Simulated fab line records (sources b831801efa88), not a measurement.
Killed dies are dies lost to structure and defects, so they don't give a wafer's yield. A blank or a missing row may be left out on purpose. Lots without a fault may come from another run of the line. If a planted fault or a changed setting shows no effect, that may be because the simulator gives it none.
Which tool did it? ; flow sky130 ; 36 wafers sampled from 12 lots at 1 step of a route of 708

## WHAT THE GAUGES SHOWED, per wafer
SKY_CONTACT_BOW_MEAS_05. Usual: CONTACT_BOW 81 um, standard deviation 6.2.
lot;measured;on;CONTACT_BOW (um);flag
L105;day 30 09:02;film_metro-04;86 76 85;
L106;day 30 22:32;film_metro-01;78 83 82;
L107;day 31 03:33;film_metro-04;82 84 84;
L110;day 32 05:55;film_metro-01;77 74 64;
L113;day 33 07:23;film_metro-03;77 80 77;
L114;day 33 10:34;film_metro-03;82 85 87;
L115;day 33 17:47;film_metro-01;74 87 86;
L117;day 34 07:52;film_metro-01;78 82 74;
L118;day 34 19:26;film_metro-03;78 76 78;
L119;day 34 23:37;film_metro-03;89 80 78;
L125;day 36 22:49;film_metro-04;88 79 80;
L128;day 38 09:02;film_metro-04;91 91 82;

## WHAT TOOL EACH LOT RAN ON (gives the tool, then ch and the chambers of the sampled wafers, and finally the start)
There is no process step in the record ahead of these readings.

## WHAT THE TOOLS THEMSELVES READ (means of the sampled wafers that have a number; where no wafer has one, the mark that the record gives instead)
The record holds no such reading with a usual standard deviation.

## THE ANSWER, worked out from the rows above alone
Rule: a lot counts as off when the mean over its wafers that have a number is more than 3 standard deviations away from the usual mean. A lot without any number at a reading at which 4 lots or more have one is off too. All remaining lots with rows at the step are treated as sound. After the gauges, taken in route order, come the tools' own readings; for these a lot's mean is taken, as printed above. The first step at which some lot is off is used, and at that step the reading that is off furthest; a lot without a number counts as furthest.
Nothing can be told from this: no lot is off at any reading shown.

## WHAT WAS PUT IN BY THE SIMULATOR
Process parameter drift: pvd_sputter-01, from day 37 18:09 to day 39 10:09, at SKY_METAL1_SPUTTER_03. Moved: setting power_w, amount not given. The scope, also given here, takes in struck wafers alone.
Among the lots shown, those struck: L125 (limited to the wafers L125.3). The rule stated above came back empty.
